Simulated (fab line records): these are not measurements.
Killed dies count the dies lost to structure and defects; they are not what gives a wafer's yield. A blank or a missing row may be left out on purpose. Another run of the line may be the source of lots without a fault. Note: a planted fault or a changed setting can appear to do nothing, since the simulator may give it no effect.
The tool behind it: which one? -- flow sky130 -- 42 wafers sampled from 14 lots at 1 step of a route of 708

== WHAT EACH GAUGE READ, for each wafer ==
The record lacks any reading of a measuring or inspecting step that a usual standard deviation could be used to judge.

== WHICH TOOL RAN EACH LOT (tool, then ch and the chambers of the sampled wafers, then the start) ==
lot,SKY_VIA2_ETCH_14
L280,"rie_diel-04 ch 0,2, day 36 20:50"
L279,"rie_diel-03 ch 1,3, day 37 05:49"
L281,"rie_diel-02 ch 0,1,3, day 37 06:46"
L282,"rie_diel-02 ch 0,2, day 37 15:11"
L290,"rie_diel-04 ch 0,1,3, day 40 08:10"
L291,"rie_diel-04 ch 0,3, day 40 14:25"
L292,"rie_diel-02 ch 0,1, day 40 21:16"
L293,"rie_diel-02 ch 1,2,3, day 41 03:28"
L294,"rie_diel-02 ch 1,2,3, day 41 06:56"
L296,"rie_diel-02 ch 0,1, day 42 09:49"
L298,"rie_diel-03 ch 1,2,3, day 42 12:02"
L299,"rie_diel-04 ch 2,3, day 42 15:55"
L300,"rie_diel-03 ch 1,2,3, day 42 22:23"
L301,"rie_diel-04 ch 0,1,3, day 43 03:05"
- SKY_VIA2_ETCH_14: etches BARC in N2/H2, stops on SiO2, time 45.9 s, target depth 60 nm.

== WHAT THE TOOLS THEMSELVES READ (means of the sampled wafers that have a number; where no wafer has one, the mark that the record gives instead) ==
SKY_VIA2_ETCH_14. Usual: drypump_motor_current_A 5.7 A, standard deviation 0.5; oes_product_au 0.854 a.u., standard deviation 0.0047; run_length_s 74.2 s, standard deviation 0.45; throttle_valve_pct 13.224 %, standard deviation 0.0088.
lot,tool,drypump_motor_current_A (A),oes_product_au (a.u.),run_length_s (s),throttle_valve_pct (%),flag
L280,rie_diel-04,5.5,0.854,74.6,13.227,
L279,rie_diel-03,5.6,0.855,74.5,13.226,
L281,rie_diel-02,5.4,0.857,74.0,13.226,
L282,rie_diel-02,5.8,0.854,74.0,13.223,
L290,rie_diel-04,5.7,0.904,71.3,13.233,OFF
L291,rie_diel-04,5.9,0.882,73.1,13.223,OFF
L292,rie_diel-02,5.5,0.855,74.6,13.234,
L293,rie_diel-02,5.8,0.853,74.3,13.232,
L294,rie_diel-02,5.8,0.850,74.3,13.214,
L296,rie_diel-02,5.5,0.857,73.9,13.225,
L298,rie_diel-03,5.8,0.853,74.1,13.222,
L299,rie_diel-04,6.2,0.856,74.2,13.222,
L300,rie_diel-03,5.9,0.858,74.3,13.229,
L301,rie_diel-04,5.7,0.855,74.2,13.224,

== THE ANSWER, worked out from the rows above alone ==
Rule: a lot is off if the mean of its wafers that have a number lies more than 3 standard deviations from the usual mean. Also off: a lot with no number at a reading for which 4 or more lots have one. The other lots that the step has rows for count as sound. Order of review: gauges by route order, followed by the tools' own readings, for which a lot's mean as printed above is used. The first step at which some lot is off is used, and at that step the reading that is off furthest; a lot without a number counts as furthest.
Off, at SKY_VIA2_ETCH_14 on oes_product_au: L290, L291.
If a tool, at that step or one of the process steps before it, ran each lot that is off and ran no sound lot following the first of them, it fits. No candidate that was tried fits.

== WHAT THE SIMULATOR PUT IN ==
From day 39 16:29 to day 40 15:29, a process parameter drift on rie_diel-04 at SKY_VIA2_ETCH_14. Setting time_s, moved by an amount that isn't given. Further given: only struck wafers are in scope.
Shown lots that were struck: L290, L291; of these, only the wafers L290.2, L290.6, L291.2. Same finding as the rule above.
